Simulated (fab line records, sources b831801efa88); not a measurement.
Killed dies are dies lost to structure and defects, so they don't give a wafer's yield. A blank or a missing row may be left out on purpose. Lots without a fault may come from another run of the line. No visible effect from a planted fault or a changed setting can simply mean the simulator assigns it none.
8D (eight disciplines) problem report, filled in by code :: flow sky130 :: the parts of the form that need people (team, actions taken, sign-off) are left out

## 1. THE PROBLEM
CONTACT_W_RS at SKY_CONTACT_RS_MEAS_25 reads a mean of 0.316 ohm/sq on 3 wafers of 3 lots; wafers without a fault read 0.339 ohm/sq with a standard deviation of 0.0042. Measured from the usual mean, that is -5.5 standard deviations.
The step: measures by four-point-probe.
First seen on wafer L503.1, day 36 17:31, on film metro-02. The record has a number at this step for 31 wafers belonging to 11 lots. By rule, "out" or "out of limits" means more than 4 standard deviations away from the usual mean. The other wafers with a number count as sound.

## 2. WHAT IT IS AND WHAT IT IS NOT
question: which readings at this step
is: CONTACT_W_RS
is not: -

question: which lots
is: L503, L504, L505
is not: L487, L488, L489, L491, L492, L493, L494, L508

question: which wafers of those lots
is: L503.1, L504.1, L505.2
is not: L503.4, L503.5, L504.3, L505.6

question: read on which gauges
is: film metro-01, film metro-02
is not: film metro-03

question: when
is: from day 36 17:31
is not: up to then (23 sound wafers); but 5 sound wafers of L504, L505, L508 came after

## 3. WHAT RULES OUT EACH SUSPECT
Counting: any tool at a process step up to the reading remains a suspect provided it ran every lot that is out. Sound lots after the first of them don't rule it out here, since some wafers of a struck lot are sound.
- the gauge at SKY_CONTACT_RS_MEAS_25: ruled out. The wafers that are out were read on 2 gauges (film metro-01, film metro-02).
- cvd w-01 at SKY_CONTACT_CVD_24 (deposits W, target thk 340 nm, time 102.12 s): kept. It ran every lot that is out, first L503 (day 36 17:25); its last sound lot up to then is L493 (day 33 13:06).
Remaining after the count: cvd w-01 at SKY_CONTACT_CVD_24.

## 4. THE CAUSE (what the simulator had put in)
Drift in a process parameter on cvd w-01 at SKY_CONTACT_CVD_24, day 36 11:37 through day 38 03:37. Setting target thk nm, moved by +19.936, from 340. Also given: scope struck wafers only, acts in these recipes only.
Only this tool survived the counting.

## 5. THE CHAIN OF EFFECTS, in route order
One row per reading whose mean, taken over the struck wafers that have a number, lies over 3 standard deviations from the usual. Readings are gone through only where the record gives a usual standard deviation; hours: the median, over the lots, of the time from a lot's start at the first step in this table giving one to that lot's start at this step; sigmas: the change measured in usual standard deviations.
hours: 0
step: SKY_CONTACT_RS_MEAS_25
reading: CONTACT_W_RS
usual: 0.339 ohm/sq
on struck wafers: 0.316
change: -0.023
sigmas: -5.5

hours: 0
step: SKY_CONTACT_THK_MEAS_26
reading: CONTACT_W_THK
usual: 321 nm
on struck wafers: 340
change: +19
sigmas: +3.9

## 6. WHAT WOULD HAVE CAUGHT IT SOONER
The first out-of-limits reading at a measuring or inspecting step in this record came at day 36 17:31, 6 hours after the fault's start at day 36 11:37.
No tool reading at SKY_CONTACT_CVD_24 that has a usual standard deviation in the record was out on any struck wafer, so an alarm limit of 4 standard deviations on those readings would not have fired.
Of the lots that are out (3), L505, L504 began SKY_CONTACT_CVD_24 on cvd w-01 after day 36 17:31. A hold on the tool at that time would have spared those 2.
